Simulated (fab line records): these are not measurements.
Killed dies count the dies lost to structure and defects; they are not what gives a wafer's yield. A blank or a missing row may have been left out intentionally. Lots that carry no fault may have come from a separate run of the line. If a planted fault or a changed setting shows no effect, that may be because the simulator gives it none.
The same fault as seen by 2 desks :: flow gf180mcu :: each desk has only its own numbers; what lay behind them comes last

TOOL OWNER'S DESK, lpcvd-01
The tool's own readings at GF_POLY_GATE_CVD_00 (deposits poly-Si, target thk 200 nm, time 1200 s): means of the sampled wafers that have a number, for each lot that ran on this tool. The brackets show how far a lot's mean lies from the usual mean; more than 4 standard deviations puts the lot out of limits, marked OUT.
Columns: A = spike-tc-bottom-C at GF_POLY_GATE_CVD_00, usual 639 C; B = spike-tc-centre-C at GF_POLY_GATE_CVD_00, usual 620.9 C; C = spike-tc-lower-C at GF_POLY_GATE_CVD_00, usual 620.0 C; D = zone-power-centre-pct at GF_POLY_GATE_CVD_00, usual 9.5 %; E = zone-power-lower-pct at GF_POLY_GATE_CVD_00, usual 8.6 %; F = zone-power-upper-pct at GF_POLY_GATE_CVD_00, usual 8.7 %
lot: L208
first seen here: day 8 05:49
A: 643
B: 622.9
C: 620.1
D: 9.1
E: 8.6
F: 10.0

lot: L210
first seen here: day 8 17:25
A: 642
B: 621.1
C: 619.5
D: 9.0
E: 8.6
F: 10.0

lot: L221
first seen here: day 12 09:21
A: 630
B: 613.8 (-5.4) OUT
C: 662.5 (+33) OUT
D: 6.9
E: 14.8 (+10) OUT
F: 9.2

lot: L223
first seen here: day 13 04:43
A: 628
B: 613.9 (-5.4) OUT
C: 662.0 (+32) OUT
D: 6.9
E: 14.8 (+10) OUT
F: 9.2
Finding of this desk: L221, L223 out of limits; the first was L221 at day 12 09:21, on spike-tc-centre-C at GF_POLY_GATE_CVD_00. In limits: L208, L210.

THE METROLOGY DESK
Lot by lot, what the gauges showed, no matter which tool ran the lot: averages of those sampled wafers that carry a number. The brackets show how far a lot's mean lies from the usual mean; more than 4 standard deviations puts the lot out of limits, marked OUT.
Columns: A = DUAL_GATE_OVL at GF_DUAL_GATE_OVL_MEAS_11, usual -0.6 nm; B = POLY_GATE_CVD_00_THK at GF_POLY_GATE_THK_MEAS_01, usual 199.8 nm; C = HV_LDD_CVD_54_THK at GF_HV_LDD_THK_MEAS_55, usual 9.98 nm
lot: L208
first seen here: day 8 03:49
A: -1.0
B: 201.9
C: 9.88

lot: L209
first seen here: day 8 14:07
A: -0.8
B: 198.2
C: 9.97

lot: L210
first seen here: day 8 15:36
A: -0.8
B: 201.0
C: 10.08

lot: L211
first seen here: day 9 04:54
A: 0.9
B: 197.4
C: 10.04

lot: L212
first seen here: day 9 10:58
A: -2.0
B: 200.3
C: 9.93

lot: L221
first seen here: day 12 07:07
A: 0.6
B: 204.8
C: 9.99

lot: L223
first seen here: day 13 02:54
A: -0.0
B: 240.4 (+18) OUT
C: 9.93

lot: L225
first seen here: day 13 17:12
A: 0.3
B: 200.8
C: 9.86

lot: L226
first seen here: day 13 19:53
A: -1.0
B: 201.0
C: 10.06

lot: L227
first seen here: day 14 02:33
A: -2.3
B: 201.9
C: 10.13

lot: L228
first seen here: day 14 02:52
A: 0.5
B: 194.1
C: 10.03
This desk's result: L223 out of limits, first on L223 (POLY_GATE_CVD_00_THK at GF_POLY_GATE_THK_MEAS_01), day 13 06:03. In limits: L208, L209, L210, L211, L212, L221, L225, L226, L227, L228.

BROUGHT TOGETHER
An alarm could have come from the tool owner's desk at day 12 09:21, on L221, L223.
On L223, the metrology desk was in a position to raise an alarm at day 13 06:03.
The metrology desk has L221 on record, within its limits.
The lots listed all ran GF_POLY_GATE_CVD_00 on lpcvd-01.

WHAT WAS PUT IN BY THE SIMULATOR
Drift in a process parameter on lpcvd-01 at GF_POLY_GATE_CVD_00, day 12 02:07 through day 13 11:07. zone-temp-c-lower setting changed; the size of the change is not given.
Struck lots among those shown: L221, L223.
Fault start to first reading out of limits, in hours, per desk: tool owner, 7; metrology, 28.
